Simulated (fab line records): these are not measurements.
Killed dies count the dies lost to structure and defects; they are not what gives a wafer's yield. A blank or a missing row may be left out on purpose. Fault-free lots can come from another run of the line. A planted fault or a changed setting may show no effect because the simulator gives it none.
The tool behind it: which one? / flow gf180mcu / 11 lots with 33 wafers sampled at 5 steps, on a route of 602 steps

WHAT THE GAUGES SHOWED, per wafer
GF_V5_RS_MEAS_24: a four-point-probe measurement.
lot=L386; measured=day 27 08:05; on=film_metro-02; V5_W_RS (ohm/sq)=0.335 0.337 0.336
lot=L389; measured=day 28 06:10; on=film_metro-04; V5_W_RS (ohm/sq)=0.327 0.332 0.334
lot=L390; measured=day 28 18:13; on=film_metro-04; V5_W_RS (ohm/sq)=0.329 0.331 0.333
lot=L392; measured=day 29 05:57; on=film_metro-04; V5_W_RS (ohm/sq)=0.334 0.334 0.331
lot=L393; measured=day 29 09:21; on=film_metro-04; V5_W_RS (ohm/sq)=0.328 0.330 0.332
lot=L400; measured=day 31 10:16; on=film_metro-02; V5_W_RS (ohm/sq)=0.739 0.328 0.734
lot=L401; measured=day 31 19:41; on=film_metro-04; V5_W_RS (ohm/sq)=0.737 0.750 0.326
lot=L404; measured=day 32 12:53; on=film_metro-02; V5_W_RS (ohm/sq)=0.320 0.320 0.324
lot=L405; measured=day 32 14:32; on=film_metro-02; V5_W_RS (ohm/sq)=0.327 0.326 0.325
lot=L406; measured=day 33 03:22; on=film_metro-04; V5_W_RS (ohm/sq)=0.329 0.326 0.331
lot=L409; measured=day 33 17:04; on=film_metro-03; V5_W_RS (ohm/sq)=0.326 0.324 0.324

WHAT TOOL EACH LOT RAN ON (gives the tool, then ch and the chambers of the sampled wafers, and finally the start)
lot=L386; GF_V3_SPUTTER_22=pvd_sputter-02, day 22 14:04; GF_V4_ETCH_16=rie_diel-04 ch 1,3, day 24 13:04; GF_V5_ETCH_17=rie_diel-01 ch 1,2,3, day 27 07:58 or earlier; GF_V5_CVD_23=cvd_w-01 ch 0,1, day 27 07:58
lot=L389; GF_V3_SPUTTER_22=pvd_sputter-04, day 23 13:33; GF_V4_ETCH_16=rie_diel-02 ch 2,3, day 25 11:02; GF_V5_ETCH_17=rie_diel-04 ch 1,2, day 28 06:03 or earlier; GF_V5_CVD_23=cvd_w-01 ch 0,1, day 28 06:03
lot=L390; GF_V3_SPUTTER_22=pvd_sputter-01, day 24 03:30; GF_V4_ETCH_16=rie_diel-04 ch 1,2,3, day 26 01:00; GF_V5_ETCH_17=rie_diel-04 ch 0,1,2, day 28 18:07 or earlier; GF_V5_CVD_23=cvd_w-02 ch 0, day 28 18:07
lot=L392; GF_V3_SPUTTER_22=pvd_sputter-02, day 24 16:39; GF_V4_ETCH_16=rie_diel-04 ch 1,2,3, day 26 13:14; GF_V5_ETCH_17=rie_diel-02 ch 0,1,2, day 29 05:49 or earlier; GF_V5_CVD_23=cvd_w-01 ch 0,1, day 29 05:49
lot=L393; GF_V3_SPUTTER_22=pvd_sputter-01, day 24 19:13; GF_V4_ETCH_16=rie_diel-03 ch 1,2,3, day 26 15:54; GF_V5_ETCH_17=rie_diel-02 ch 0,1,2, day 29 09:13 or earlier; GF_V5_CVD_23=cvd_w-02 ch 0,1, day 29 09:13
lot=L400; GF_V3_SPUTTER_22=pvd_sputter-02, day 27 02:57; GF_V4_ETCH_16=rie_diel-04 ch 0,2,3, day 28 21:55; GF_V5_ETCH_17=rie_diel-04 ch 1,2,3, day 31 10:09 or earlier; GF_V5_CVD_23=cvd_w-01 ch 0,1, day 31 10:09
lot=L401; GF_V3_SPUTTER_22=pvd_sputter-04, day 27 15:22; GF_V4_ETCH_16=rie_diel-02 ch 0,1,2, day 29 09:03; GF_V5_ETCH_17=rie_diel-01 ch 0,2,3, day 31 19:34 or earlier; GF_V5_CVD_23=cvd_w-01 ch 0,1, day 31 19:34
lot=L404; GF_V3_SPUTTER_22=pvd_sputter-02, day 28 11:27; GF_V4_ETCH_16=rie_diel-02 ch 0,1, day 30 04:27; GF_V5_ETCH_17=rie_diel-01 ch 0,3, day 32 12:47 or earlier; GF_V5_CVD_23=cvd_w-02 ch 0,1, day 32 12:47
lot=L405; GF_V3_SPUTTER_22=pvd_sputter-02, day 28 14:26; GF_V4_ETCH_16=rie_diel-03 ch 0,1,2, day 30 07:15; GF_V5_ETCH_17=rie_diel-02 ch 2,3, day 32 14:26 or earlier; GF_V5_CVD_23=cvd_w-02 ch 0,1, day 32 14:26
lot=L406; GF_V3_SPUTTER_22=pvd_sputter-01, day 29 03:03; GF_V4_ETCH_16=rie_diel-02 ch 0,2,3, day 30 19:25; GF_V5_ETCH_17=rie_diel-01 ch 0,1,3, day 33 03:16 or earlier; GF_V5_CVD_23=cvd_w-02 ch 0,1, day 33 03:16
lot=L409; GF_V3_SPUTTER_22=pvd_sputter-04, day 29 22:11; GF_V4_ETCH_16=rie_diel-02 ch 1,2,3, day 31 11:51; GF_V5_ETCH_17=rie_diel-01 ch 0,1,3, day 33 16:57 or earlier; GF_V5_CVD_23=cvd_w-02 ch 0,1, day 33 16:57
- GF_V3_SPUTTER_22: material TiN, target thk 10 nm, time 40 s.
- GF_V4_ETCH_16: etches BARC in N2/H2.
- GF_V5_ETCH_17: etches SiO2 in C4F8/O2/Ar, stops on TiN, target depth 855 nm.
- GF_V5_CVD_23: deposits W, target thk 350 nm, time 104.9 s.

THE ANSWER, worked out from the rows above alone
Rule: what is usual is taken from the lots themselves. Put in order of their means at a reading, lots are off if they are a third of the lots or fewer, leave a main group of 4 or more, and stand apart from it by a gap of 3 or more times the standard deviation of the main group's means; of several such gaps the widest counts. A main group whose means are all the same, to the digits that the tables above print for the reading, isn't used. Also off: a lot with no number at a reading for which 4 or more lots have one. Where the step has rows for the other lots, those lots are counted as sound.
Off: L400, L401, at GF_V5_RS_MEAS_24 (V5_W_RS). Main group: mean 0.329 ohm/sq, sd 0.0042.
A tool fits if, at a process step before that reading, it ran every lot that is off, and no sound lot after the first of them. The gauges at GF_V5_RS_MEAS_24 are tried like those tools. With no start given for some of its lots, GF_V5_ETCH_17 uses the hours and lot order of GF_V5_CVD_23. One fits: cvd_w-01 at GF_V5_CVD_23. Its last sound lot is L392 (day 29 05:49), its first lot that is off L400 (day 31 10:09): a fault that began between those two fits.

WHAT THE SIMULATOR HAD INSERTED
cvd_w-01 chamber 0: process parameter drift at GF_V5_CVD_23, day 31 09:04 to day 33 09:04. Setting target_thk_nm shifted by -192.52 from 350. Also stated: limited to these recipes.
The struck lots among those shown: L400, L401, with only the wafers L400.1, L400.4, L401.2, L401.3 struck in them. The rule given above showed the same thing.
